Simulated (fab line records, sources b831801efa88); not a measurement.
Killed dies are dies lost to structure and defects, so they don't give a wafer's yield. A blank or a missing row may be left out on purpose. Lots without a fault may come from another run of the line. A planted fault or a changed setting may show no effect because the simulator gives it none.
fab line records | flow gf180mcu
record lots=5 wafers=15 last_day=34
route steps=602 shown HV_LDD@177
lots that met no fault: from a run of the same line without faults
start_h: hours from the record's first day to the start of the lot's first wafer shown | wait_h: hours since the lot's step before | " the same as in the row above | L1.1+2: a row that stands for several wafers | - no value, or no start given | * or withheld: withheld | < > ~ a bound
route shown NAME@n: a module of which the file shows steps, and the number in the route of the first | usual: mean/standard deviation of fault-free wafers | same: alike in all rows | chamber/n: place in a boat | sites: the reading at each site | _std_site: their standard deviation | _edge_site: outer sites' mean less inner sites' | radius_mm: how far each site lies from the wafer's centre | mask NAME#n: copy n | behind: the tool/chamber that last shaped the wafer | hold: why the lot was held/for how many hours/how that ended | device: the transistor (n, p or np) that didn't switch | end of line: the same wafers' tests at the end of the route | a step without rows: its recipe alone | killed: dies lost to structure and defects at the first sort, not the wafer's yield | map: a wafer's dies, x killed, . not, _ none there
set.NAME: the setting as run; set.NAME@STEP: as run at that earlier step | model.NAME: the simulator's own value behind a step, which no gauge read
lots at some steps of the route; a table a step, a row a wafer
services: from which hour (start_h, from the record's first day; less than 0 if before it) a tool's chamber was out of use, for how many hours, and why
## steps
# step GF_HV_LDD_HMDS_01
# recipe prime_time_s=60 prime_temp_c=120
# columns lot.wafer tool chamber start_h wait_h
L074.1+3+4 litho_track-02 0 206.64 0.1
L088.2+4+6 litho_track-02 0 307.06 0.1
L089.1+3+5 litho_track-03 0 315.20 0.1
L092.1+5+6 litho_track-02 0 335.64 0.1
L095.1+2+3 litho_track-03 0 360.45 0.1
# step GF_HV_LDD_COAT_02
# recipe resist=NOVOLAK spin_rpm=3000 resist_thk_nm=1000
# columns lot.wafer tool chamber start_h wait_h
L074.1+3+4 litho_track-02 0 206.79 0.1
L088.2+4+6 litho_track-02 0 307.21 0.1
L089.1+3+5 litho_track-03 0 315.35 0.1
L092.1+5+6 litho_track-02 0 335.79 0.1
L095.1+2+3 litho_track-03 0 360.60 0.1
# step GF_HV_LDD_SOFTBAKE_03
# recipe temp_c=90 time_s=60 resist=NOVOLAK
# same time_s=60
# columns lot.wafer tool chamber start_h wait_h
L074.1+3+4 litho_track-02 0 206.94 0.1
L088.2+4+6 litho_track-02 0 307.36 0.1
L089.1+3+5 litho_track-03 0 315.50 0.1
L092.1+5+6 litho_track-02 0 335.94 0.1
L095.1+2+3 litho_track-03 0 360.75 0.1
# step GF_HV_LDD_EXPOSE_04
# recipe mask_id=Nplus_LV_AREA target_cd_nm=400 na=0.6 source_shape=conventional sigma_outer=0.6 dose_mj=140
# columns lot.wafer tool chamber start_h wait_h mask
L074.1+3+4 iline_stepper-01 0 - - Nplus_LV_AREA#0
L088.2+4+6 iline_stepper-02 0 - - Nplus_LV_AREA#0
L089.1+3+5 iline_stepper-02 0 - - Nplus_LV_AREA#0
L092.1+5+6 iline_stepper-02 0 - - Nplus_LV_AREA#0
L095.1+2+3 iline_stepper-02 0 - - Nplus_LV_AREA#0
# step GF_HV_LDD_PEB_05
# recipe temp_c=withheld time_s=* resist=NOVOLAK
# same time_s=*
# columns lot.wafer tool chamber start_h wait_h
L074.1+3+4 litho_track-03 0 - -
L088.2+4+6 litho_track-04 0 - -
L089.1+3+5 litho_track-04 0 - -
L092.1+5+6 litho_track-02 0 - -
L095.1+2+3 litho_track-04 0 - -
# step GF_HV_LDD_DEVELOP_06
# recipe develop_time_s=60 dev_temp_c=23
# columns lot.wafer tool chamber start_h wait_h
L074.1+3+4 litho_track-03 0 215.45 0.1
L088.2+4+6 litho_track-04 0 317.27 0.1
L089.1+3+5 litho_track-04 0 325.84 0.1
L092.1+5+6 litho_track-02 0 346.44 0.1
L095.1+2+3 litho_track-04 0 371.24 0.1
# step GF_HV_LDD_CD_MEAS_07
# recipe target_cd_nm=400
# usual cd_nm=400.2/2.6
# columns lot.wafer tool chamber start_h wait_h cd_nm
L074.1 cd_sem-01 - 215.60 0.1 401.1
L074.3 " - " " 399.3
L074.4 " - " " 401.8
L088.2 cd_sem-02 - 317.41 0.1 398.1
L088.4 " - " " 399.2
L088.6 " - " " 398.7
L089.1 cd_sem-01 - 325.99 0.1 398.0
L089.3 " - " " 397.7
L089.5 " - " " 397.6
L092.1 cd_sem-01 - 346.59 0.1 404.3
L092.5 " - " " 404.2
L092.6 " - " " 403.7
L095.1 cd_sem-02 - 371.39 0.1 404.1
L095.2 " - " " 402.5
L095.3 " - " " 402.7
# step GF_HV_LDD_OVL_MEAS_08
# usual HV_LDD_OVL=0.1/1.6
# columns lot.wafer tool chamber start_h wait_h HV_LDD_OVL[nm]
L074.1 overlay-01 - 215.72 0.1 -1.7
L074.3 " - " " -0.9
L074.4 " - " " -0.2
L088.2 overlay-02 - 317.52 0.1 1.7
L088.4 " - " " 0.3
L088.6 " - " " 1.7
L089.1 overlay-01 - 326.11 0.1 -2.3
L089.3 " - " " -0.5
L089.5 " - " " -0.5
L092.1 overlay-02 - 346.71 0.1 3.2
L092.5 " - " " 1.7
L092.6 " - " " -0.3
L095.1 overlay-01 - 371.51 0.1 2.2
L095.2 " - " " 3.0
L095.3 " - " " 1.1
# step GF_HV_LDD_IMPLANT_09
# recipe species=As energy_kev=40 dose_cm2=1e+14 tilt_deg=7
# columns lot.wafer tool chamber start_h wait_h
L074.1+3+4 implanter-01 0 215.76 0.0
L088.2+4+6 implanter-03 0 317.57 0.0
L089.1+3+5 implanter-03 0 326.15 0.0
L092.1+5+6 implanter-01 0 346.74 0.0
L095.1+2+3 implanter-04 0 371.55 0.0
# step GF_HV_LDD_STRIP_10
# recipe chemistry=O2/N2 power_w=1400 pressure_mtorr=1500 platen_temp_c=250 o2_flow_sccm=3000 n2_flow_sccm=300 overash_fraction=0.5
# usual drypump_motor_current_A=5.91/0.2 heater_power_w=334/17 oes_product_au=0.716/0.0048 strip_time_to_endpoint_s=12.63/0.039
# columns lot.wafer tool chamber start_h wait_h drypump_motor_current_A heater_power_w oes_product_au rf_hours_counter_h strip_time_to_endpoint_s
L074.1 plasma_asher-03 1 215.91 0.1 6.15 344 0.717 56 12.55
L074.3 " 0 " " 5.83 314 0.714 - 12.55
L074.4 " 1 " " 6.17 339 0.708 - 12.54
L088.2 plasma_asher-02 0 317.70 0.1 5.59 361 0.723 54 12.66
L088.4 " 1 " " 6.07 312 0.702 - 12.68
L088.6 " 1 " " 6.09 310 0.715 - 12.66
L089.1 plasma_asher-01 1 326.30 0.1 5.97 364 0.723 23 12.60
L089.3 " 1 " " 6.04 354 0.716 - 12.61
L089.5 " 1 " " 5.96 354 0.718 - 12.63
L092.1 plasma_asher-03 1 346.89 0.1 6.20 343 0.717 72 12.58
L092.5 " 0 " " 5.86 325 0.713 - 12.57
L092.6 " 1 " " 6.19 332 0.716 - 12.55
L095.1 plasma_asher-01 1 371.70 0.1 6.06 364 0.716 29 12.67
L095.2 " 0 " " 5.81 320 0.718 29 12.63
L095.3 " 1 " " 6.02 373 0.712 - 12.58
# step GF_HV_LDD_TW_MEAS_11
# usual HV_LDD_TW=2422/11
# columns lot.wafer tool chamber start_h wait_h HV_LDD_TW
L074.1 film_metro-03 - 216.01 0.1 2405
L074.3 " - " " 2411
L074.4 " - " " 2422
L088.2 film_metro-03 - 317.81 0.1 2414
L088.4 " - " " 2415
L088.6 " - " " 2415
L089.1 film_metro-02 - 326.40 0.1 2414
L089.3 " - " " 2406
L089.5 " - " " 2406
L092.1 film_metro-03 - 346.99 0.1 2426
L092.5 " - " " 2424
L092.6 " - " " 2414
L095.1 film_metro-03 - 371.80 0.1 2409
L095.2 " - " " 2414
L095.3 " - " " 2405
# step GF_HV_LDD_DEHYDRATE_12
# recipe temp_c=200 time_s=60
# same time_s=60
# columns lot.wafer tool chamber start_h wait_h
L074.1+3+4 litho_track-04 0 224.44 8.4
L088.2+4+6 litho_track-02 0 327.66 9.8
L089.1+3+5 litho_track-04 0 336.34 9.9
L092.1+5+6 litho_track-03 0 357.65 10.6
L095.1+2+3 litho_track-02 0 382.74 10.9
# step GF_HV_LDD_HMDS_13
# recipe prime_time_s=60 prime_temp_c=120
# columns lot.wafer tool chamber start_h wait_h
L074.1+3+4 litho_track-04 0 224.59 0.1
L088.2+4+6 litho_track-02 0 327.81 0.1
L089.1+3+5 litho_track-04 0 336.49 0.1
L092.1+5+6 litho_track-03 0 357.80 0.1
L095.1+2+3 litho_track-02 0 382.89 0.1
# step GF_HV_LDD_COAT_14
# recipe resist=NOVOLAK spin_rpm=3000 resist_thk_nm=1000
# columns lot.wafer tool chamber start_h wait_h
L074.1+3+4 litho_track-04 0 224.74 0.1
L088.2+4+6 litho_track-02 0 327.96 0.1
L089.1+3+5 litho_track-04 0 336.64 0.1
L092.1+5+6 litho_track-03 0 357.95 0.1
L095.1+2+3 litho_track-02 0 383.04 0.1
# step GF_HV_LDD_SOFTBAKE_15
# recipe temp_c=90 time_s=60 resist=NOVOLAK
# same time_s=60
# columns lot.wafer tool chamber start_h wait_h
L074.1+3+4 litho_track-04 0 224.89 0.1
L088.2+4+6 litho_track-02 0 328.11 0.1
L089.1+3+5 litho_track-04 0 336.79 0.1
L092.1+5+6 litho_track-03 0 358.10 0.1
L095.1+2+3 litho_track-02 0 383.19 0.1
# step GF_HV_LDD_EXPOSE_16
# recipe mask_id=Pplus_LV_AREA target_cd_nm=400 na=0.6 source_shape=conventional sigma_outer=0.6 dose_mj=140
# columns lot.wafer tool chamber start_h wait_h mask
L074.1+3+4 iline_stepper-02 0 - - Pplus_LV_AREA#0
L088.2+4+6 iline_stepper-02 0 - - Pplus_LV_AREA#0
L089.1+3+5 iline_stepper-02 0 - - Pplus_LV_AREA#0
L092.1+5+6 iline_stepper-02 0 - - Pplus_LV_AREA#0
L095.1+2+3 iline_stepper-02 0 - - Pplus_LV_AREA#0
# step GF_HV_LDD_PEB_17
# recipe temp_c=withheld time_s=* resist=NOVOLAK
# same time_s=*
# columns lot.wafer tool chamber start_h wait_h
L074.1+3+4 litho_track-03 0 - -
L088.2+4+6 litho_track-02 0 - -
L089.1+3+5 litho_track-02 0 - -
L092.1+5+6 litho_track-03 0 - -
L095.1+2+3 litho_track-03 0 - -
# step GF_HV_LDD_DEVELOP_18
# recipe develop_time_s=60 dev_temp_c=23
# columns lot.wafer tool chamber start_h wait_h
L074.1+3+4 litho_track-03 0 234.20 0.1
L088.2+4+6 litho_track-02 0 339.16 0.1
L089.1+3+5 litho_track-02 0 347.09 0.1
L092.1+5+6 litho_track-03 0 368.20 0.1
L095.1+2+3 litho_track-03 0 394.25 0.1
# step GF_HV_LDD_CD_MEAS_19
# recipe target_cd_nm=400
# usual cd_nm=399.3/2.1
# columns lot.wafer tool chamber start_h wait_h cd_nm
L074.1 cd_sem-02 - 234.35 0.1 398.4
L074.3 " - " " 398.2
L074.4 " - " " 398.1
L088.2 cd_sem-01 - 339.31 0.1 400.2
L088.4 " - " " 399.8
L088.6 " - " " 399.1
L089.1 cd_sem-01 - 347.24 0.1 397.4
L089.3 " - " " 396.3
L089.5 " - " " 398.4
L092.1 cd_sem-02 - 368.35 0.1 399.8
L092.5 " - " " 399.9
L092.6 " - " " 401.0
L095.1 cd_sem-02 - 394.40 0.1 396.7
L095.2 " - " " 398.4
L095.3 " - " " 396.3
# step GF_HV_LDD_OVL_MEAS_20
# usual HV_LDD_01_OVL=-0.7/1.4
# columns lot.wafer tool chamber start_h wait_h HV_LDD_01_OVL[nm]
L074.1 overlay-01 - 234.47 0.1 -1.5
L074.3 " - " " -1.0
L074.4 " - " " 0.3
L088.2 overlay-01 - 339.41 0.1 -1.8
L088.4 " - " " 0.0
L088.6 " - " " -0.8
L089.1 overlay-01 - 347.36 0.1 -0.3
L089.3 " - " " -2.8
L089.5 " - " " -0.5
L092.1 overlay-01 - 368.47 0.1 -1.3
L092.5 " - " " 2.2
L092.6 " - " " -0.1
L095.1 overlay-02 - 394.52 0.1 -1.5
L095.2 " - " " -1.5
L095.3 " - " " 0.1
# step GF_HV_LDD_IMPLANT_21
# recipe species=BF2 energy_kev=25 dose_cm2=5e+13 tilt_deg=7
# columns lot.wafer tool chamber start_h wait_h
L074.1+3+4 implanter-01 0 234.51 0.0
L088.2+4+6 implanter-03 0 339.47 0.0
L089.1+3+5 implanter-01 0 347.39 0.0
L092.1+5+6 implanter-03 0 368.51 0.0
L095.1+2+3 implanter-04 0 394.56 0.0
# step GF_HV_LDD_STRIP_22
# recipe chemistry=O2/N2 power_w=1400 pressure_mtorr=1500 platen_temp_c=250 o2_flow_sccm=3000 n2_flow_sccm=300 overash_fraction=0.5
# usual drypump_motor_current_A=5.91/0.17 heater_power_w=336/19 oes_product_au=0.717/0.0043 strip_time_to_endpoint_s=12.62/0.035
# columns lot.wafer tool chamber start_h wait_h drypump_motor_current_A heater_power_w oes_product_au rf_hours_counter_h strip_time_to_endpoint_s
L074.1 plasma_asher-03 1 234.66 0.1 6.15 340 0.714 59 12.62
L074.3 " 0 " " 5.83 329 0.711 - 12.62
L074.4 " 1 " " 6.13 337 0.718 - 12.62
L088.2 plasma_asher-01 1 339.59 0.1 5.96 366 0.715 25 12.59
L088.4 " 0 " " 5.80 320 0.716 - 12.62
L088.6 " 0 " " 5.81 315 0.717 - 12.63
L089.1 plasma_asher-03 1 347.54 0.1 6.18 341 0.713 72 12.63
L089.3 " 1 " " 6.18 343 0.719 - 12.62
L089.5 " 0 " " 5.83 325 0.716 - 12.62
L092.1 plasma_asher-01 1 368.66 0.1 5.98 366 0.714 28 12.60
L092.5 " 1 " " 6.01 359 0.710 - 12.58
L092.6 " 0 " " 5.79 320 0.724 - 12.58
L095.1 plasma_asher-01 0 394.71 0.1 5.77 319 0.716 31 12.64
L095.2 " 1 " " 6.03 365 0.722 31 12.60
L095.3 " 1 " " 6.00 364 0.715 - 12.61
# step GF_HV_LDD_TW_MEAS_23
# usual HV_LDD_2_TW=1060/4.8
# columns lot.wafer tool chamber start_h wait_h HV_LDD_2_TW
L074.1 film_metro-04 - 234.76 0.1 1064
L074.3 " - " " 1065
L074.4 " - " " 1063
L088.2 film_metro-03 - 339.70 0.1 1059
L088.4 " - " " 1056
L088.6 " - " " 1065
L089.1 film_metro-02 - 347.64 0.1 1064
L089.3 " - " " 1062
L089.5 " - " " 1053
L092.1 film_metro-02 - 368.76 0.1 1054
L092.5 " - " " 1055
L092.6 " - " " 1058
L095.1 film_metro-03 - 394.81 0.1 1060
L095.2 " - " " 1059
L095.3 " - " " 1058
# step GF_HV_LDD_DEHYDRATE_24
# recipe temp_c=200 time_s=60
# same time_s=60
# columns lot.wafer tool chamber start_h wait_h
L074.1+3+4 litho_track-02 0 242.54 7.8
L088.2+4+6 litho_track-03 0 349.98 10.3
L089.1+3+5 litho_track-03 0 358.25 10.6
L092.1+5+6 litho_track-02 0 379.39 10.6
L095.1+2+3 litho_track-04 0 405.89 11.1
# step GF_HV_LDD_HMDS_25
# recipe prime_time_s=60 prime_temp_c=120
# columns lot.wafer tool chamber start_h wait_h
L074.1+3+4 litho_track-02 0 242.69 0.1
L088.2+4+6 litho_track-03 0 350.13 0.1
L089.1+3+5 litho_track-03 0 358.40 0.1
L092.1+5+6 litho_track-02 0 379.54 0.1
L095.1+2+3 litho_track-04 0 406.04 0.1
# step GF_HV_LDD_COAT_26
# recipe resist=NOVOLAK spin_rpm=3000 resist_thk_nm=1000
# columns lot.wafer tool chamber start_h wait_h
L074.1+3+4 litho_track-02 0 242.84 0.1
L088.2+4+6 litho_track-03 0 350.28 0.1
L089.1+3+5 litho_track-03 0 358.55 0.1
L092.1+5+6 litho_track-02 0 379.69 0.1
L095.1+2+3 litho_track-04 0 406.19 0.1
# step GF_HV_LDD_SOFTBAKE_27
# recipe temp_c=90 time_s=60 resist=NOVOLAK
# same time_s=60
# columns lot.wafer tool chamber start_h wait_h
L074.1+3+4 litho_track-02 0 242.99 0.1
L088.2+4+6 litho_track-03 0 350.43 0.1
L089.1+3+5 litho_track-03 0 358.70 0.1
L092.1+5+6 litho_track-02 0 379.84 0.1
L095.1+2+3 litho_track-04 0 406.34 0.1
# step GF_HV_LDD_EXPOSE_28
# recipe mask_id=Nplus_HV_AREA target_cd_nm=400 na=0.6 source_shape=conventional sigma_outer=0.6 dose_mj=140
# columns lot.wafer tool chamber start_h wait_h mask
L074.1+3+4 iline_stepper-02 0 - - Nplus_HV_AREA#0
L088.2+4+6 iline_stepper-01 0 - - Nplus_HV_AREA#0
L089.1+3+5 iline_stepper-01 0 - - Nplus_HV_AREA#0
L092.1+5+6 iline_stepper-02 0 - - Nplus_HV_AREA#0
L095.1+2+3 iline_stepper-01 0 - - Nplus_HV_AREA#0
# step GF_HV_LDD_PEB_29
# recipe temp_c=withheld time_s=* resist=NOVOLAK
# same time_s=*
# columns lot.wafer tool chamber start_h wait_h
L074.1+3+4 litho_track-04 0 - -
L088.2+4+6 litho_track-02 0 - -
L089.1+3+5 litho_track-04 0 - -
L092.1+5+6 litho_track-04 0 - -
L095.1+2+3 litho_track-02 0 - -
# step GF_HV_LDD_DEVELOP_30
# recipe develop_time_s=60 dev_temp_c=23
# columns lot.wafer tool chamber start_h wait_h
L074.1+3+4 litho_track-04 0 252.19 0.1
L088.2+4+6 litho_track-02 0 361.41 0.1
L089.1+3+5 litho_track-04 0 369.39 0.1
L092.1+5+6 litho_track-04 0 391.09 0.1
L095.1+2+3 litho_track-02 0 418.29 0.1
# step GF_HV_LDD_CD_MEAS_31
# recipe target_cd_nm=400
# usual cd_nm=400.1/1.9
# columns lot.wafer tool chamber start_h wait_h cd_nm
L074.1 cd_sem-02 - 252.34 0.1 399.9
L074.3 " - " " 399.6
L074.4 " - " " 398.8
L088.2 cd_sem-01 - 361.56 0.1 401.7
L088.4 " - " " 400.5
L088.6 " - " " 400.1
L089.1 cd_sem-01 - 369.54 0.1 402.6
L089.3 " - " " 401.6
L089.5 " - " " 402.5
L092.1 cd_sem-02 - 391.24 0.1 402.0
L092.5 " - " " 400.4
L092.6 " - " " 402.2
L095.1 cd_sem-01 - 418.44 0.1 398.1
L095.2 " - " " 399.5
L095.3 " - " " 399.1
# step GF_HV_LDD_OVL_MEAS_32
# usual HV_LDD_02_OVL=-0.3/1.2
# columns lot.wafer tool chamber start_h wait_h HV_LDD_02_OVL[nm]
L074.1 overlay-02 - 252.46 0.1 2.2
L074.3 " - " " 1.8
L074.4 " - " " 1.6
L088.2 overlay-01 - 361.66 0.1 -1.0
L088.4 " - " " -1.4
L088.6 " - " " 0.4
L089.1 overlay-02 - 369.66 0.1 0.6
L089.3 " - " " 0.8
L089.5 " - " " 0.1
L092.1 overlay-02 - 391.36 0.1 -0.7
L092.5 " - " " -1.7
L092.6 " - " " -0.6
L095.1 overlay-02 - 418.56 0.1 -0.8
L095.2 " - " " 1.1
L095.3 " - " " 0.0
# step GF_HV_LDD_IMPLANT_33
# recipe species=P energy_kev=60 dose_cm2=7.5e+12 tilt_deg=30 rotation_deg=0
# usual rotation_deg=0.003/0.02
# columns lot.wafer tool chamber start_h wait_h rotation_deg
L074.1 implanter-01 0 252.50 0.0 0.000
L074.3 " 0 " " -0.018
L074.4 " 0 " " 0.025
L088.2 implanter-01 0 361.72 0.0 -0.005
L088.4 " 0 " " -0.039
L088.6 " 0 " " -0.025
L089.1 implanter-01 0 369.70 0.0 0.016
L089.3 " 0 " " 0.000
L089.5 " 0 " " 0.005
L092.1 implanter-03 0 391.40 0.0 -0.004
L092.5 " 0 " " -0.020
L092.6 " 0 " " -0.038
L095.1 implanter-03 0 418.59 0.0 0.002
L095.2 " 0 " " 0.029
L095.3 " 0 " " 0.031
# step GF_HV_LDD_IMPLANT_34
# recipe species=P energy_kev=60 dose_cm2=7.5e+12 tilt_deg=30 rotation_deg=90
# usual rotation_deg=90.001/0.025
# columns lot.wafer tool chamber start_h wait_h rotation_deg
L074.1 implanter-01 0 252.65 0.1 89.998
L074.3 " 0 " " 90.007
L074.4 " 0 " " 89.992
L088.2 implanter-01 0 361.87 0.1 90.014
L088.4 " 0 " " 89.987
L088.6 " 0 " " 89.997
L089.1 implanter-01 0 369.85 0.1 89.998
L089.3 " 0 " " 89.978
L089.5 " 0 " " 90.018
L092.1 implanter-03 0 391.55 0.1 89.988
L092.5 " 0 " " 89.969
L092.6 " 0 " " 90.033
L095.1 implanter-03 0 418.74 0.1 89.953
L095.2 " 0 " " 89.975
L095.3 " 0 " " 90.021
# step GF_HV_LDD_IMPLANT_35
# recipe species=P energy_kev=60 dose_cm2=7.5e+12 tilt_deg=30 rotation_deg=180
# usual rotation_deg=180.00/0.037
# columns lot.wafer tool chamber start_h wait_h rotation_deg
L074.1 implanter-01 0 252.80 0.1 180.07
L074.3 " 0 " " 180.00
L074.4 " 0 " " 180.02
L088.2 implanter-01 0 362.02 0.1 180.01
L088.4 " 0 " " 180.04
L088.6 " 0 " " 179.97
L089.1 implanter-01 0 370.00 0.1 179.98
L089.3 " 0 " " 179.95
L089.5 " 0 " " 179.99
L092.1 implanter-03 0 391.70 0.1 180.02
L092.5 " 0 " " 180.01
L092.6 " 0 " " 179.98
L095.1 implanter-03 0 418.89 0.1 180.07
L095.2 " 0 " " 180.04
L095.3 " 0 " " 180.12
# step GF_HV_LDD_IMPLANT_36
# recipe species=P energy_kev=60 dose_cm2=7.5e+12 tilt_deg=30 rotation_deg=270
# usual rotation_deg=269.99/0.05
# columns lot.wafer tool chamber start_h wait_h rotation_deg
L074.1 implanter-01 0 252.95 0.1 269.99
L074.3 " 0 " " 269.94
L074.4 " 0 " " 270.09
L088.2 implanter-01 0 362.17 0.1 269.95
L088.4 " 0 " " 270.02
L088.6 " 0 " " 269.94
L089.1 implanter-01 0 370.15 0.1 270.02
L089.3 " 0 " " 270.04
L089.5 " 0 " " 269.91
L092.1 implanter-03 0 391.85 0.1 269.98
L092.5 " 0 " " 269.87
L092.6 " 0 " " 269.84
L095.1 implanter-03 0 419.04 0.1 269.90
L095.2 " 0 " " 270.05
L095.3 " 0 " " 270.06
# step GF_HV_LDD_STRIP_37
# recipe chemistry=O2/N2 power_w=1400 pressure_mtorr=1500 platen_temp_c=250 o2_flow_sccm=3000 n2_flow_sccm=300 overash_fraction=0.5
# usual drypump_motor_current_A=5.91/0.18 heater_power_w=335/19 oes_product_au=0.717/0.0044 strip_time_to_endpoint_s=12.61/0.036
# columns lot.wafer tool chamber start_h wait_h drypump_motor_current_A heater_power_w oes_product_au rf_hours_counter_h strip_time_to_endpoint_s
L074.1 plasma_asher-03 1 253.10 0.1 6.14 333 0.712 61 12.65
L074.3 " 0 " " 5.79 323 0.717 - 12.59
L074.4 " 1 " " 6.16 343 0.723 - 12.62
L088.2 plasma_asher-01 1 362.29 0.1 6.02 365 0.720 27 12.64
L088.4 " 1 " " 5.99 366 0.717 - 12.62
L088.6 " 0 " " 5.81 318 0.718 - 12.63
L089.1 plasma_asher-02 0 370.30 0.1 5.62 348 0.715 55 12.58
L089.3 " 0 " " 5.61 344 0.711 - 12.59
L089.5 " 1 " " 6.06 310 0.717 - 12.61
L092.1 plasma_asher-01 0 392.00 0.1 5.84 314 0.715 31 12.61
L092.5 " 1 " " 5.97 355 0.715 - 12.65
L092.6 " 0 " " 5.79 323 0.716 - 12.68
L095.1 plasma_asher-01 0 419.19 0.1 5.79 324 0.715 33 12.60
L095.2 " 1 " " 6.03 353 0.719 33 12.54
L095.3 " 0 " " 5.81 320 0.718 - 12.63
# step GF_HV_LDD_TW_MEAS_38
# usual HV_LDD_3_TW=1441/6.1
# columns lot.wafer tool chamber start_h wait_h HV_LDD_3_TW
L074.1 film_metro-03 - 253.20 0.1 1449
L074.3 " - " " 1440
L074.4 " - " " 1436
L088.2 film_metro-03 - 362.40 0.1 1426
L088.4 " - " " 1428
L088.6 " - " " 1433
L089.1 film_metro-04 - 370.40 0.1 1441
L089.3 " - " " 1445
L089.5 " - " " 1447
L092.1 film_metro-04 - 392.10 0.1 1445
L092.5 " - " " 1438
L092.6 " - " " 1449
L095.1 film_metro-04 - 419.29 0.1 1438
L095.2 " - " " 1434
L095.3 " - " " 1438
# step GF_HV_LDD_DEHYDRATE_39
# recipe temp_c=200 time_s=60
# same time_s=60
# columns lot.wafer tool chamber start_h wait_h
L074.1+3+4 litho_track-04 0 262.04 8.8
L088.2+4+6 litho_track-04 0 372.32 9.9
L089.1+3+5 litho_track-02 0 381.79 11.4
L092.1+5+6 litho_track-02 0 403.34 11.2
L095.1+2+3 litho_track-02 0 430.44 11.1
# step GF_HV_LDD_HMDS_40
# recipe prime_time_s=60 prime_temp_c=120
# columns lot.wafer tool chamber start_h wait_h
L074.1+3+4 litho_track-04 0 262.19 0.1
L088.2+4+6 litho_track-04 0 372.47 0.1
L089.1+3+5 litho_track-02 0 381.94 0.1
L092.1+5+6 litho_track-02 0 403.49 0.1
L095.1+2+3 litho_track-02 0 430.59 0.1
# step GF_HV_LDD_COAT_41
# recipe resist=NOVOLAK spin_rpm=3000 resist_thk_nm=1000
# columns lot.wafer tool chamber start_h wait_h
L074.1+3+4 litho_track-04 0 262.34 0.1
L088.2+4+6 litho_track-04 0 372.62 0.1
L089.1+3+5 litho_track-02 0 382.09 0.1
L092.1+5+6 litho_track-02 0 403.64 0.1
L095.1+2+3 litho_track-02 0 430.74 0.1
# step GF_HV_LDD_SOFTBAKE_42
# recipe temp_c=90 time_s=60 resist=NOVOLAK
# same time_s=60
# columns lot.wafer tool chamber start_h wait_h
L074.1+3+4 litho_track-04 0 262.49 0.1
L088.2+4+6 litho_track-04 0 372.77 0.1
L089.1+3+5 litho_track-02 0 382.24 0.1
L092.1+5+6 litho_track-02 0 403.79 0.1
L095.1+2+3 litho_track-02 0 430.89 0.1
# step GF_HV_LDD_EXPOSE_43
# recipe mask_id=Pplus_HV_AREA target_cd_nm=400 na=0.6 source_shape=conventional sigma_outer=0.6 dose_mj=140
# columns lot.wafer tool chamber start_h wait_h mask
L074.1+3+4 iline_stepper-01 0 - - Pplus_HV_AREA#0
L088.2+4+6 iline_stepper-01 0 - - Pplus_HV_AREA#0
L089.1+3+5 iline_stepper-02 0 - - Pplus_HV_AREA#0
L092.1+5+6 iline_stepper-01 0 - - Pplus_HV_AREA#0
L095.1+2+3 iline_stepper-02 0 - - Pplus_HV_AREA#0
# step GF_HV_LDD_PEB_44
# recipe temp_c=withheld time_s=* resist=NOVOLAK
# same time_s=*
# columns lot.wafer tool chamber start_h wait_h
L074.1+3+4 litho_track-04 0 - -
L088.2+4+6 litho_track-04 0 - -
L089.1+3+5 litho_track-03 0 - -
L092.1+5+6 litho_track-02 0 - -
L095.1+2+3 litho_track-03 0 - -
# step GF_HV_LDD_DEVELOP_45
# recipe develop_time_s=60 dev_temp_c=23
# columns lot.wafer tool chamber start_h wait_h
L074.1+3+4 litho_track-04 0 272.04 0.1
L088.2+4+6 litho_track-04 0 384.22 0.1
L089.1+3+5 litho_track-03 0 393.60 0.1
L092.1+5+6 litho_track-02 0 415.24 0.1
L095.1+2+3 litho_track-03 0 443.10 0.1
# step GF_HV_LDD_CD_MEAS_46
# recipe target_cd_nm=400
# usual cd_nm=400.1/2.2
# columns lot.wafer tool chamber start_h wait_h cd_nm
L074.1 cd_sem-02 - 272.19 0.1 397.3
L074.3 " - " " 398.6
L074.4 " - " " 398.7
L088.2 cd_sem-01 - 384.36 0.1 401.3
L088.4 " - " " 403.1
L088.6 " - " " 401.2
L089.1 cd_sem-01 - 393.75 0.1 402.8
L089.3 " - " " 400.3
L089.5 " - " " 403.5
L092.1 cd_sem-02 - 415.39 0.1 400.3
L092.5 " - " " 399.0
L092.6 " - " " 399.0
L095.1 cd_sem-02 - 443.25 0.1 400.5
L095.2 " - " " 400.3
L095.3 " - " " 400.9
# step GF_HV_LDD_OVL_MEAS_47
# usual HV_LDD_03_OVL=-1.0/1.3
# columns lot.wafer tool chamber start_h wait_h HV_LDD_03_OVL[nm]
L074.1 overlay-01 - 272.31 0.1 -0.7
L074.3 " - " " -2.9
L074.4 " - " " -1.3
L088.2 overlay-02 - 384.47 0.1 -2.2
L088.4 " - " " -2.4
L088.6 " - " " 0.8
L089.1 overlay-01 - 393.87 0.1 -3.3
L089.3 " - " " -1.9
L089.5 " - " " -2.7
L092.1 overlay-01 - 415.51 0.1 -1.2
L092.5 " - " " -0.8
L092.6 " - " " -1.6
L095.1 overlay-02 - 443.37 0.1 -1.3
L095.2 " - " " -2.4
L095.3 " - " " -1.5
# step GF_HV_LDD_IMPLANT_48
# recipe species=B energy_kev=25 dose_cm2=3e+13 tilt_deg=7
# columns lot.wafer tool chamber start_h wait_h
L074.1+3+4 implanter-01 0 272.35 0.0
L088.2+4+6 implanter-03 0 384.52 0.0
L089.1+3+5 implanter-01 0 393.91 0.0
L092.1+5+6 implanter-04 0 415.54 0.0
L095.1+2+3 implanter-04 0 443.41 0.0
## services
# columns tool chamber start_h hours kind
plasma_asher-02 - 200.67 6.0 repair
iline_stepper-02 - 206.18 1.7 pm
iline_stepper-01 - 217.74 7.4 repair
implanter-01 - 256.28 2.3 repair
iline_stepper-01 - 263.37 2.3 repair
iline_stepper-02 - 263.86 8.5 repair
implanter-04 - 282.33 8.0 pm
implanter-03 - 284.84 29.6 repair
plasma_asher-03 - 293.37 0.3 repair
plasma_asher-01 - 303.92 0.5 repair
implanter-01 - 324.73 1.9 repair
plasma_asher-01 - 340.65 0.5 repair
plasma_asher-03 - 355.53 1.5 repair
implanter-03 - 359.74 7.3 pm
implanter-04 - 367.30 3.9 repair
iline_stepper-01 - 369.02 1.7 pm
implanter-04 - 387.54 1.9 repair
implanter-03 - 414.95 3.4 repair
implanter-03 - 420.75 3.5 repair
iline_stepper-02 - 424.36 1.7 pm
iline_stepper-01 - 430.20 8.9 pm
plasma_asher-03 - 430.27 4.6 repair
implanter-04 - 431.03 1.9 repair
implanter-01 - 439.23 4.8 pm
## key
fault none
